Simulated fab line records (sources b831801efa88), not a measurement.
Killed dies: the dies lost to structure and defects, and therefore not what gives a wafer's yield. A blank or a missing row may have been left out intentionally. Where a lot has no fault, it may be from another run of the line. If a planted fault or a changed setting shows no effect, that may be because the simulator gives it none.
Chamber matching + flow sky130 + SKY_FIELD_ISO_CMP_27 on cmp-01: 4 sister chambers
The step polishes, stops on Si3N4, t overpolish 16 s, target thk 457.8 nm. 4 wafers are shown with their chamber, then 9 later ones without.

## WAFERS PAIRED WITH THEIR CHAMBERS
| wafer  | chamber | motor-current-A (A) |
|--------|---------|---------------------|
| L491.2 | 2       | 11.6                |
| L492.2 | 3       | 11.8                |
| L492.4 | 1       | 12.2                |
| L492.6 | 0       | 12.0                |

## WAFERS MISSING THEIR CHAMBER
| wafer  | motor-current-A (A) |
|--------|---------------------|
| L495.2 | 12.6                |
| L495.5 | 11.0                |
| L495.6 | 12.3                |
| L501.2 | 12.8                |
| L501.5 | 12.9                |
| L501.6 | 11.2                |
| L502.1 | 11.5                |
| L502.4 | 11.6                |
| L502.5 | 12.1                |

## CHAMBER TAKEN BY EACH
| wafer  | from the rows above               | in truth |
|--------|-----------------------------------|----------|
| L495.2 | can't be placed: 1 or 0 or 3 or 2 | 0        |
| L495.5 | can't be placed: 2 or 3 or 0 or 1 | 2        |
| L495.6 | can't be placed: 1 or 0 or 3 or 2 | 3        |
| L501.2 | can't be placed: 1 or 0 or 3 or 2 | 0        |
| L501.5 | can't be placed: 1 or 0 or 3 or 2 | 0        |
| L501.6 | can't be placed: 2 or 3 or 0 or 1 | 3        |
| L502.1 | can't be placed: 2 or 3 or 0 or 1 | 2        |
| L502.4 | can't be placed: 2 or 3 or 0 or 1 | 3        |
| L502.5 | can't be placed: 0 or 1 or 3 or 2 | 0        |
Correct placement for 0 of the 9. Cannot be placed on the basis of these rows: 9; the candidates contain the true chamber in 9. Placed wrongly: 0.
How it was worked out, from the rows above alone: a wafer's distance from a chamber is the root of the sum, over the readings, of the square of ((its reading less the chamber's mean) divided by the reading's scatter). If the next closest chamber is less than 2 further off than the closest, the wafer can't be placed; otherwise it belongs to the closest. The mean given for a chamber averages the wafers shown for that chamber. The scatter: with one shown wafer a chamber, the root of the mean of the squares of how far each hidden wafer lies from its nearest shown one.
